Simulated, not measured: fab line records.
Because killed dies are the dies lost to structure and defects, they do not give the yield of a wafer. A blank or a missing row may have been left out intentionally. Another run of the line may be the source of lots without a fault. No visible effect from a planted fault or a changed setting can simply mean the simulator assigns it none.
Chamber matching | flow sky130 | SKY_LI_CONTACT_ETCH_15 on rie-diel-01: 4 sister chambers
The step etches PSG in C4F8/O2/Ar, stops on Si, target depth 600 nm. 14 wafers are shown with their chamber, then 7 later ones without.

## EACH WAFER AND ITS CHAMBER
wafer  | chamber | bias-w (W) | oes-product-au (a.u.)
L074.1 | 1       | 1199       | 0.837
L074.2 | 3       | 1204       | 0.849
L074.6 | 1       | 1198       | 0.828
L076.4 | 3       | 1201       | 0.832
L076.5 | 1       | 1205       | 0.840
L076.6 | 2       | 1199       | 0.834
L080.1 | 1       | 1201       | 0.835
L080.3 | 3       | 1208       | 0.844
L080.5 | 1       | 1201       | 0.831
L081.1 | 2       | 1202       | 0.843
L081.2 | 1       | 1198       | 0.832
L081.3 | 3       | 1201       | 0.844
L083.1 | 0       | 1203       | 0.843
L083.4 | 0       | 1202       | 0.837

SIGNATURES (averages over the wafers above)
reading        | chamber 0 | chamber 1 | chamber 2 | chamber 3 | scatter within a chamber
bias-w         | 1202.50   | 1200.33   | 1200.50   | 1203.50   | 2.71
oes-product-au | 0.84000   | 0.83383   | 0.83850   | 0.84225   | 0.00557
Rule: a wafer lies at a distance from a chamber equal to the root of the sum of squares, over the readings, of (its reading less the chamber's mean, divided by the reading's scatter). The wafer belongs to the nearest chamber; if the next one is less than 2 further off, it can't be placed. How the scatter is found: for the shown wafers, subtract from each reading the mean of its chamber, square and add these, divide the total by (wafers less chambers), then take the root.

## WAFERS WITH NO CHAMBER GIVEN
wafer  | bias-w (W) | oes-product-au (a.u.)
L083.6 | 1198       | 0.833
L085.2 | 1197       | 0.836
L085.3 | 1201       | 0.831
L085.4 | 1200       | 0.842
L089.2 | 1201       | 0.831
L089.5 | 1202       | 0.834
L089.6 | 1204       | 0.833

## CHAMBER TAKEN BY EACH
wafer  | from the rows above               | in truth
L083.6 | can't be placed: 1 or 2 or 0 or 3 | 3
L085.2 | can't be placed: 1 or 2 or 0 or 3 | 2
L085.3 | can't be placed: 1 or 2 or 0 or 3 | 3
L085.4 | can't be placed: 2 or 0 or 3 or 1 | 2
L089.2 | can't be placed: 1 or 2 or 0 or 3 | 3
L089.5 | can't be placed: 1 or 2 or 0 or 3 | 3
L089.6 | can't be placed: 1 or 0 or 2 or 3 | 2
Correctly placed: 0 of 7. Unplaceable from these rows: 7, with the true chamber sitting among the candidates in 7. 0 placed wrongly.
